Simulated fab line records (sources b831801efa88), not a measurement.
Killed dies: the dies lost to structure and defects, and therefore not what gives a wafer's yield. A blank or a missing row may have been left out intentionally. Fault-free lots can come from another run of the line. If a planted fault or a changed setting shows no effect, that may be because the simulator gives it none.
Which of the tools did it? | flow sky130 | 11 lots, 33 wafers sampled, at 3 steps of a route of 708

== WHAT EACH GAUGE READ, for each wafer ==
SKY_GATE_OXIDE_OVL_MEAS_10.
lot  | measured     | on         | GATE_OXIDE_OVL (nm)
L659 | day 14 02:37 | overlay-02 | -0.7 -0.1 -0.1
L661 | day 15 01:47 | overlay-01 | - - -
L671 | day 18 11:55 | overlay-01 | -0.7 -0.8 0.3
L672 | day 18 22:46 | overlay-02 | 1.9 1.4 0.6
L673 | day 19 17:29 | overlay-02 | 2.6 1.0 1.9
L675 | day 19 23:25 | overlay-02 | -1.1 0.0 1.3
L676 | day 20 07:56 | overlay-02 | 3.2 3.0 2.6
L677 | day 20 15:04 | overlay-02 | 1.6 2.0 0.9
L678 | day 20 23:19 | overlay-02 | 2.4 1.6 0.9
L680 | day 21 06:26 | overlay-02 | 2.4 3.2 2.5
L681 | day 21 23:28 | overlay-02 | 2.0 2.6 1.0

== WHICH TOOL RAN EACH LOT (tool, then ch and the chambers of the sampled wafers, then the start) ==
lot  | SKY_DNWELL_STRIP_08                 | SKY_GATE_OXIDE_EXPOSE_07
L659 | plasma_asher-01 ch 0,1, day 3 11:28 | iline_stepper-01 ch 0, day 13 13:51
L661 | plasma_asher-04 ch 0,1, day 4 00:53 | iline_stepper-01 ch 0, day 14 13:22
L671 | plasma_asher-01 ch 0,1, day 6 03:37 | iline_stepper-01 ch 0, day 17 21:22
L672 | plasma_asher-04 ch 0, day 6 12:07   | iline_stepper-01 ch 0, day 18 08:11
L673 | plasma_asher-04 ch 0,1, day 6 23:43 | iline_stepper-02 ch 0, day 19 02:20
L675 | plasma_asher-01 ch 0,1, day 7 02:51 | iline_stepper-01 ch 0, day 19 07:28
L676 | plasma_asher-04 ch 0,1, day 7 08:59 | iline_stepper-02 ch 0, day 19 16:12
L677 | plasma_asher-04 ch 0,1, day 7 12:52 | iline_stepper-02 ch 0, day 20 00:13
L678 | plasma_asher-03 ch 0,1, day 7 19:20 | iline_stepper-02 ch 0, day 20 08:36
L680 | plasma_asher-04 ch 0,1, day 8 02:40 | iline_stepper-02 ch 0, day 20 15:10
L681 | plasma_asher-01 ch 0,1, day 8 08:43 | iline_stepper-02 ch 0, day 21 08:20
- SKY_DNWELL_STRIP_08: strips in O2/N2.
- SKY_GATE_OXIDE_EXPOSE_07: exposes mask LVOM, target cd 600 nm.

== THE ANSWER, worked out from the rows above alone ==
Rule: the lots themselves supply what counts as usual. The widest of any qualifying gaps counts: lots, ordered by their means at a reading, are off when they make up no more than a third of the lots, leave a main group of 4 or more, and stand apart from it by 3 or more times the standard deviation of that group's means. The tables above print the reading to a certain number of digits; a main group whose means all agree to those digits is not used. A lot without any number at a reading at which 4 lots or more have one is off too. All remaining lots with rows at the step are treated as sound.
Off: L661, at SKY_GATE_OXIDE_OVL_MEAS_10 (GATE_OXIDE_OVL). Without a number there: L661. The main group has a mean of 1.3 nm with a standard deviation of 1.1.
If a tool, at a process step before that reading, ran all the lots that are off and no sound lot after the first of them, it fits. Those tools and the gauges at SKY_GATE_OXIDE_OVL_MEAS_10 are tried in the same way. No candidate that was tried fits.

== WHAT THE SIMULATOR HAD INSERTED ==
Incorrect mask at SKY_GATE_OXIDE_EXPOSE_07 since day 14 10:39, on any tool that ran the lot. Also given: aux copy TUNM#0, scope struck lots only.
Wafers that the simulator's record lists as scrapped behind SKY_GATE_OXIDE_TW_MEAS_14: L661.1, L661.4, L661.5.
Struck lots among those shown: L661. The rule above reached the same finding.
